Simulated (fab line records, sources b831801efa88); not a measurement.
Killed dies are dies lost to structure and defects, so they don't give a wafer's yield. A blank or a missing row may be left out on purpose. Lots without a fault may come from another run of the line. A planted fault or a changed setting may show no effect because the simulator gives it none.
A struck lot beside a sound one | flow sky130 | 14 steps out of a route of 708
Sound: wafers L602.2, L602.5, L602.6. Struck: wafers L613.1, L613.2, L613.5. The cause comes at the end.
At each step with rows: each side's tool, then ch and its chambers, then its first start. Under that, the readings that differ: sound wafers | struck wafers | difference of the means | sigmas: that difference in standard deviations of wafers without a fault.
alike: readings whose means differ by less than 2 such deviations, and words and numbers that are the same on both sides. not compared: withheld readings, readings that some wafer has no value for, bounds like >300 that may hide the same value, and numbers for which the record gives no deviation and whose values overlap.
The two part at a step that has a row with sigmas, a row that says differs or no value, or rows on one side only. Numbers that don't overlap but have no deviation are shown without sigmas and don't part them. A reading that every wafer of one side lacks parts them only if that side has two wafers or more.

first, 2 steps without rows for these wafers: SKY_METAL1_CLEAN_23 (cleans in O3/DIW); SKY_VIA1_HDPCVD_00 (deposits SiO2, target thk 1030 nm, time 171.7 s).
SKY_VIA1_THK_MEAS_01:
  sound on film_metro-03, day 32 21:48; struck on film_metro-01, day 36 12:08
  alike: VIA1_HDPCVD_THK
SKY_VIA1_CMP_02: polishes SiO2.
  sound on cmp-02 ch 0,1, day 32 21:51; struck on cmp-02 ch 0,1,2, day 36 12:15
  alike: motor_current_A
SKY_VIA1_BOW_MEAS_03:
  sound on film_metro-03, day 32 22:10; struck on film_metro-03, day 36 12:30
  alike: VIA1_BOW
then, 7 steps without rows for these wafers: SKY_VIA1_DEHYDRATE_04 (time 60 s); SKY_VIA1_HMDS_05 (prime time 60 s); SKY_VIA1_COAT_06 (resist thk 60 nm); SKY_VIA1_COAT_07 (resist thk 450 nm); SKY_VIA1_SOFTBAKE_08 (time 90 s); SKY_VIA1_EXPOSE_09 (exposes mask VIM, target cd 150 nm); SKY_VIA1_PEB_10.
SKY_VIA1_DEVELOP_11: develop time 60 s.
  sound on litho_track-03 ch 0, day 34 01:00; struck on litho_track-03, day 37 15:00
  no value came back on the struck wafers for chill_plate_temp_C (C), develop_time_s (s); on the sound wafers chill_plate_temp_C (C) reads 22.92 23.03 23.07
  reading                                     | sound             | struck            | difference | sigmas
  model.KrF-thick_of_VIA1_COAT_07.thk_nm (nm) | 436.7 436.7 435.8 | 450.5 450.3 450.1 | +13.9      |
SKY_VIA1_CD_MEAS_12: target cd 150 nm.
  sound on cd_sem-02, day 34 01:09; struck on cd_sem-02, day 37 15:26
  reading    | sound             | struck | difference                    | sigmas
  cd_nm (nm) | 151.3 152.7 151.1 | - - -  | no value on the struck wafers |

WHERE THEY PART
First at SKY_VIA1_DEVELOP_11; last, within this record, at SKY_VIA1_CD_MEAS_12.

WHY: what the simulator had put in
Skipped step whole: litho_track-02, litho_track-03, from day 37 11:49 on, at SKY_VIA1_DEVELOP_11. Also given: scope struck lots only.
